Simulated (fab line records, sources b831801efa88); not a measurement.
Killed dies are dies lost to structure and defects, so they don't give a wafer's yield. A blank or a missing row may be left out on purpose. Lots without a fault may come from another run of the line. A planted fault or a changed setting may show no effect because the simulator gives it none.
One fault seen from 2 desks | flow gf180mcu | each desk has only its own numbers; what lay behind them comes last

THE METROLOGY DESK
What the gauges read, lot by lot, whatever tool the lot ran on: means of the sampled wafers that have a number. A lot is out of limits, marked OUT, if its mean lies more than 4 standard deviations from the usual mean; the brackets give that distance.
Columns: A = V5_W_THK at GF_V5_THK_MEAS_25, usual 359 nm
lot  | first seen here | A
L703 | day 27 11:21    | 359
L704 | day 27 17:10    | 360
L706 | day 28 12:03    | 360
L707 | day 28 21:04    | 366
L712 | day 30 06:39    | 354
L713 | day 30 12:19    | 359
L714 | day 30 18:50    | 356
L715 | day 31 01:56    | 363
L719 | day 32 06:26    | 367
L722 | day 33 02:06    | 355
L723 | day 33 04:49    | 352
L724 | day 33 14:20    | 353
L725 | day 33 15:54    | 354
This desk's finding: nothing out of limits on any of the 13 lots.

THE TOOL OWNER'S DESK: plasma_asher-03
The tool's own readings at GF_HV_LDD_STRIP_37 (strips in O2/N2): means of the sampled wafers that have a number, for each lot that ran on this tool. A lot is out of limits, marked OUT, if its mean lies more than 4 standard deviations from the usual mean; the brackets give that distance.
Columns: A = drypump_motor_current_A at GF_HV_LDD_STRIP_37, usual 5.8 A; B = heater_power_w at GF_HV_LDD_STRIP_37, usual 318 W; C = o2_flow_sccm at GF_HV_LDD_STRIP_37, usual 2999 sccm; D = oes_product_au at GF_HV_LDD_STRIP_37, usual 0.716 a.u.; E = strip_time_to_endpoint_s at GF_HV_LDD_STRIP_37, usual 12.63 s
lot  | first seen here | A   | B   | C    | D     | E
L704 | day 12 04:37    | 5.4 | 336 | 2998 | 0.717 | 12.63
L707 | day 13 06:07    | 5.4 | 339 | 3001 | 0.717 | 12.62
L713 | day 15 02:44    | 5.4 | 335 | 3001 | 0.712 | 12.62
L714 | day 15 08:14    | 5.7 | 321 | 2997 | 0.718 | 12.62
L723 | day 18 17:26    | 5.4 | 340 | 2991 | 0.717 | 12.61
L725 | day 19 03:02    | 5.4 | 334 | 3002 | 0.720 | 12.60
This desk's finding: nothing out of limits on any of the 6 lots.

PUT TOGETHER
The metrology desk saw nothing out of limits.
The tool owner's desk saw nothing out of limits.

WHAT THE SIMULATOR HAD PUT IN
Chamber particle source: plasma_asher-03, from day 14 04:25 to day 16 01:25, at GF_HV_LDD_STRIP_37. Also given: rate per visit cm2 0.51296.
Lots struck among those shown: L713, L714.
